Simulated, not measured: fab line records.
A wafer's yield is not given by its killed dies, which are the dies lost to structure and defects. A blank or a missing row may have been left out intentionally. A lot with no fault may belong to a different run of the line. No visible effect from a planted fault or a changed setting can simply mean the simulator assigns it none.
What tool caused it? || flow gf180mcu || 19 wafers from 7 lots sampled at 2 of the route's 602 steps

== WHAT EACH GAUGE READ, for each wafer ==
GF_STI_THK_MEAS_30.
{"lot": "L202", "measured": "day 2 10:44", "on": "film_metro-02", "STI_OXIDATION_02_THK (nm)": "10.03 9.97 9.97"}
{"lot": "L205", "measured": "day 3 02:52", "on": "film_metro-01", "STI_OXIDATION_02_THK (nm)": "10.17 9.94 9.92"}
{"lot": "L208", "measured": "day 3 17:46", "on": "film_metro-03", "STI_OXIDATION_02_THK (nm)": "10.13 10.02"}
{"lot": "L212", "measured": "day 4 15:55", "on": "film_metro-03", "STI_OXIDATION_02_THK (nm)": "10.08 10.16"}
{"lot": "L214", "measured": "day 5 01:12", "on": "film_metro-02", "STI_OXIDATION_02_THK (nm)": "14.02 13.88 13.72"}
{"lot": "L216", "measured": "day 5 13:49", "on": "film_metro-03", "STI_OXIDATION_02_THK (nm)": "10.10 10.21 10.10"}
{"lot": "L218", "measured": "day 5 22:01", "on": "film_metro-02", "STI_OXIDATION_02_THK (nm)": "10.13 10.16 10.09"}

== WHICH TOOL RAN EACH LOT (tool, then ch and the chambers of the sampled wafers, then the start) ==
{"lot": "L202", "GF_STI_OXIDATION_29": "furnace-01 ch 0, day 2 09:21"}
{"lot": "L205", "GF_STI_OXIDATION_29": "furnace-01 ch 0, day 3 01:28"}
{"lot": "L208", "GF_STI_OXIDATION_29": "furnace-02 ch 0, day 3 16:22"}
{"lot": "L212", "GF_STI_OXIDATION_29": "furnace-01 ch 0, day 4 14:31"}
{"lot": "L214", "GF_STI_OXIDATION_29": "furnace-01 ch 0, day 4 23:49"}
{"lot": "L216", "GF_STI_OXIDATION_29": "furnace-02 ch 0, day 5 12:25"}
{"lot": "L218", "GF_STI_OXIDATION_29": "furnace-02 ch 0, day 5 20:37"}
- GF_STI_OXIDATION_29: stabilise 600 s, purge 300 s, target thk 10 nm.

== THE ANSWER, worked out from the rows above alone ==
Rule: the lots themselves supply what counts as usual. Put in order of their means at a reading, lots are off if they are a third of the lots or fewer, leave a main group of 4 or more, and stand apart from it by a gap of 3 or more times the standard deviation of the main group's means; of several such gaps the widest counts. Not used: any main group whose means are identical at the precision the tables above print for the reading. Also off: a lot with no number at a reading for which 4 or more lots have one. All remaining lots with rows at the step are treated as sound.
Off: L214, seen at GF_STI_THK_MEAS_30 (STI_OXIDATION_02_THK). Main group: mean 10.08 nm, sd 0.058.
If a tool, at a process step before that reading, ran all the lots that are off and no sound lot after the first of them, it fits. Those tools and the gauges at GF_STI_THK_MEAS_30 are tried in the same way. One fits: furnace-01 at GF_STI_OXIDATION_29. Its last sound lot is L212 (day 4 14:31), its first lot that is off L214 (day 4 23:49): a fault that began between those two fits.

== WHAT THE SIMULATOR PUT IN ==
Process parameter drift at GF_STI_OXIDATION_29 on furnace-01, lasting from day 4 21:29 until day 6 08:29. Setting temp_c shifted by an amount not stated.
Lots struck among those shown: L214. The same result came from the rule above.
